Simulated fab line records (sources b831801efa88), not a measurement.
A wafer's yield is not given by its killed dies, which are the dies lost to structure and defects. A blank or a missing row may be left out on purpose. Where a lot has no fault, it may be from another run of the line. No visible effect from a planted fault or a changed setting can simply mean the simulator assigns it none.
Chamber matching -- flow sky130 -- SKY_CONTACT_CMP_04 on cmp-01: 4 sister chambers
The step polishes SiO2. 8 wafers are shown with their chamber, then 8 later ones without.

## WAFERS WITH THEIR CHAMBER
wafer,chamber,motor current A (A),time to endpoint s (s)
L239.6,3,12.4,79
L242.2,2,11.2,87
L248.1,2,11.7,89
L248.2,1,11.7,82
L248.4,0,11.6,85
L249.1,0,11.7,82
L249.2,3,12.4,83
L249.3,1,11.9,83

## WAFERS WITHOUT THEIR CHAMBER
wafer,motor current A (A),time to endpoint s (s)
L252.2,12.1,85
L252.3,11.7,82
L252.4,13.0,83
L255.4,11.1,84
L255.5,11.5,92
L255.6,11.7,74
L256.4,11.3,85
L256.5,12.4,96

## EACH ONE'S CHAMBER
wafer,from the rows above,in truth
L252.2,can't be placed: 1 or 0 or 3 or 2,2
L252.3,can't be placed: 1 or 0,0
L252.4,3,3
L255.4,can't be placed: 2 or 0 or 1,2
L255.5,2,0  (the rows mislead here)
L255.6,can't be placed: 1 or 0 or 3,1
L256.4,can't be placed: 2 or 0 or 1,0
L256.5,can't be placed: 2 or 0 or 1 or 3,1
Placed correctly: 1 of 8. Can't be placed from these rows: 6 (the true chamber is among the candidates in 6). Number placed wrongly: 1.
How it was worked out, from the rows above alone: a wafer's distance from a chamber is the root of the sum, over the readings, of the square of ((its reading less the chamber's mean) divided by the reading's scatter). If the next closest chamber is less than 2 further off than the closest, the wafer can't be placed; otherwise it belongs to the closest. The mean given for a chamber averages the wafers shown for that chamber. The scatter: take each reading less its chamber's mean, square it, sum over the shown wafers, divide by the number of wafers less the number of chambers, and take the root.
